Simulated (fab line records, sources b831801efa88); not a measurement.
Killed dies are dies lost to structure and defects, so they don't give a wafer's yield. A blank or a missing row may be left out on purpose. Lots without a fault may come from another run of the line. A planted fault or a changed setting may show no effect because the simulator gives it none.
One fault seen from 2 desks | flow gf180mcu | each desk has only its own numbers; what lay behind them comes last

THE TOOL OWNER'S DESK: pvd_sputter-02
The tool's own readings at GF_CONTACT_SPUTTER_23 (material TiN, target thk 10 nm, time 40 s): means of the sampled wafers that have a number, for each lot that ran on this tool. A lot is out of limits, marked OUT, if its mean lies more than 4 standard deviations from the usual mean; the brackets give that distance.
Columns: A = throttle_valve_pct at GF_CONTACT_SPUTTER_23, usual 29.8 %
lot  | first seen here | A
L449 | day 16 17:00    | 29.4
L453 | day 17 10:43    | 30.0
L455 | day 18 04:29    | 29.7
L465 | day 22 00:16    | 29.4
This desk's finding: nothing out of limits on any of the 4 lots.

THE METROLOGY DESK
What the gauges read, lot by lot, whatever tool the lot ran on: means of the sampled wafers that have a number. A lot is out of limits, marked OUT, if its mean lies more than 4 standard deviations from the usual mean; the brackets give that distance.
Columns: A = cd_nm at GF_TOP_METAL_CD_MEAS_14, usual 440.3 nm
lot  | first seen here | A
L450 | day 28 06:34    | 443.4
L449 | day 28 11:38    | 442.5
L451 | day 28 20:39    | 440.3
L452 | day 29 02:36    | 439.4
L453 | day 29 04:02    | 440.0
L454 | day 29 14:21    | 438.2
L455 | day 29 20:14    | 440.2
L465 | day 32 14:26    | 442.3
L467 | day 33 18:41    | 445.6
L470 | day 34 01:45    | 442.9
L469 | day 34 06:43    | 440.2
L471 | day 34 10:12    | 439.6
L472 | day 34 15:20    | 440.2
This desk's finding: nothing out of limits on any of the 13 lots.

PUT TOGETHER
The tool owner's desk saw nothing out of limits.
The metrology desk saw nothing out of limits.

WHAT THE SIMULATOR HAD PUT IN
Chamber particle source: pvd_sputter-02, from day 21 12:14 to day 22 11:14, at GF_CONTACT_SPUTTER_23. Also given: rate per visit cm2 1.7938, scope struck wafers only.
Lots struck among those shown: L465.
